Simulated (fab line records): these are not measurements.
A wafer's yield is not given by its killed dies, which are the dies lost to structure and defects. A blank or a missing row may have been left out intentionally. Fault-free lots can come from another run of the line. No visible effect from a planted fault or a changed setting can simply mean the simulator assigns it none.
Tool commonality check + flow gf180mcu + 13 lots, 39 wafers sampled

== WHAT PROMPTED THE OPENING ==
Of 13 lots, 2 have the reading MVPSD_RS flagged at GF_VT_IMPLANT_RS_MEAS_49. Fault-free wafers read 1169.0 ohm/sq, with a standard deviation of 2.9.
Rule: a lot is flagged in two cases, either no wafer of it has a number, or all its wafers with numbers fall more than 4 standard deviations from that mean. The rest of the lots are taken to be sound.

| lot  | measured     | on            | MVPSD_RS (ohm/sq), wafer by wafer | flag    |
|------|--------------|---------------|-----------------------------------|---------|
| L602 | day 8 04:43  | film_metro-03 | 1166.9 1170.4 1170.0              |         |
| L603 | day 8 11:01  | film_metro-04 | 1170.1 1170.6 1170.4              |         |
| L604 | day 8 19:23  | film_metro-04 | 1165.4 1167.9 1168.1              |         |
| L605 | day 8 22:45  | film_metro-04 | 1166.2 1167.6 1168.2              |         |
| L606 | day 9 06:41  | film_metro-04 | 1169.2 1170.2 1166.5              |         |
| L607 | day 9 10:49  | film_metro-03 | 1166.1 1167.3 1168.8              |         |
| L610 | day 10 09:10 | film_metro-04 | 1166.1 1169.7 1169.2              |         |
| L611 | day 10 15:05 | film_metro-04 | 1170.7 1172.4 1173.1              |         |
| L612 | day 10 22:56 | film_metro-04 | 1166.6 1169.6 1165.8              |         |
| L616 | day 12 06:44 | film_metro-04 | 1166.1 1168.3 1169.1              |         |
| L620 | day 13 05:35 | film_metro-01 | 1185.7 1187.1 1187.8              | FLAGGED |
| L621 | day 13 13:11 | film_metro-03 | 1184.8 1185.4 1188.1              | FLAGGED |
| L622 | day 13 17:36 | film_metro-01 | 1168.4 1170.7 1168.9              |         |
On average the flagged lots' numbers are 1186.5 ohm/sq, which is +17.5 ohm/sq against the usual, or +6 standard deviations.

== WHICH TOOL RAN EACH LOT ==
2 process steps preceding the reading are held in the record, out of 602 steps in the route. Cell contents, in order: the tool; ch with the chambers the sampled wafers went through; the start.
| lot  | flag    | GF_MVPSD_IMPLANT_08             | GF_VT_IMPLANT_STRIP_20               |
|------|---------|---------------------------------|--------------------------------------|
| L602 |         | implanter-02 ch 0, day 5 15:06  | plasma_asher-01 ch 0,1, day 6 20:28  |
| L603 |         | implanter-04 ch 0, day 5 20:49  | plasma_asher-02 ch 0,1, day 7 02:28  |
| L604 |         | implanter-02 ch 0, day 6 02:26  | plasma_asher-04 ch 0,1, day 7 09:49  |
| L605 |         | implanter-02 ch 0, day 6 07:02  | plasma_asher-01 ch 0,1, day 7 14:07  |
| L606 |         | implanter-04 ch 0, day 6 13:23  | plasma_asher-01 ch 0,1, day 7 20:57  |
| L607 |         | implanter-02 ch 0, day 6 17:17  | plasma_asher-02 ch 0,1, day 8 01:01  |
| L610 |         | implanter-04 ch 0, day 7 11:50  | plasma_asher-01 ch 0,1, day 8 21:07  |
| L611 |         | implanter-04 ch 0, day 7 17:37  | plasma_asher-04 ch 0,1, day 9 03:13  |
| L612 |         | implanter-04 ch 0, day 8 00:25  | plasma_asher-02 ch 0,1, day 9 09:49  |
| L616 |         | implanter-04 ch 0, day 9 03:49  | plasma_asher-04 ch 1, day 10 15:22   |
| L620 | FLAGGED | implanter-04 ch 0, day 10 01:01 | plasma_asher-04 ch 1, day 11 13:55   |
| L621 | FLAGGED | implanter-04 ch 0, day 10 07:22 | plasma_asher-02 ch 0,1, day 11 20:49 |
| L622 |         | implanter-03 ch 0, day 10 11:43 | plasma_asher-01 ch 0,1, day 12 02:01 |
These steps, and what they do:
- GF_MVPSD_IMPLANT_08
- GF_VT_IMPLANT_STRIP_20: strips in O2/N2.
- GF_VT_IMPLANT_RS_MEAS_49: measures by four-point-probe.

== FLAGGED AGAINST TOTAL, ONE TOOL AT A TIME (gauges that did the reading follow at the end) ==
| step                     | tool            | lots run | flagged | share of the flagged lots | sound lots run after its first flagged lot |
|--------------------------|-----------------|----------|---------|---------------------------|--------------------------------------------|
| GF_MVPSD_IMPLANT_08      | implanter-02    | 4        | 0       | none                      | -                                          |
| GF_MVPSD_IMPLANT_08      | implanter-03    | 1        | 0       | none                      | -                                          |
| GF_MVPSD_IMPLANT_08      | implanter-04    | 8        | 2       | all                       | 0                                          |
| GF_VT_IMPLANT_STRIP_20   | plasma_asher-01 | 5        | 0       | none                      | -                                          |
| GF_VT_IMPLANT_STRIP_20   | plasma_asher-02 | 4        | 1       | some                      | 0                                          |
| GF_VT_IMPLANT_STRIP_20   | plasma_asher-04 | 4        | 1       | some                      | 0                                          |
| GF_VT_IMPLANT_RS_MEAS_49 | film_metro-01   | 2        | 1       | some                      | 1 (L622)                                   |
| GF_VT_IMPLANT_RS_MEAS_49 | film_metro-03   | 3        | 1       | some                      | 0                                          |
| GF_VT_IMPLANT_RS_MEAS_49 | film_metro-04   | 8        | 0       | none                      | -                                          |

== WHAT THE TABLE PERMITS ==
In the table, 1 row covers all flagged lots: implanter-04 at GF_MVPSD_IMPLANT_08.
- implanter-04 at GF_MVPSD_IMPLANT_08: 2 of its 8 lots flagged. Last sound lot L616 at day 9 03:49, first flagged lot L620 at day 10 01:01; a fault beginning in between fits. Its own readings (beam_energy_keV) fall more than 4 standard deviations out on all wafers of the flagged lots.
Left over: one tool, implanter-04 at GF_MVPSD_IMPLANT_08.

== WHAT THE SIMULATOR HAD INSERTED ==
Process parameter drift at GF_MVPSD_IMPLANT_08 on implanter-04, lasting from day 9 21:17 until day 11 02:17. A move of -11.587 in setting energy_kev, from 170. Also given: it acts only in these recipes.
Shown lots that were struck: L620, L621. This agrees with what the rule above found.
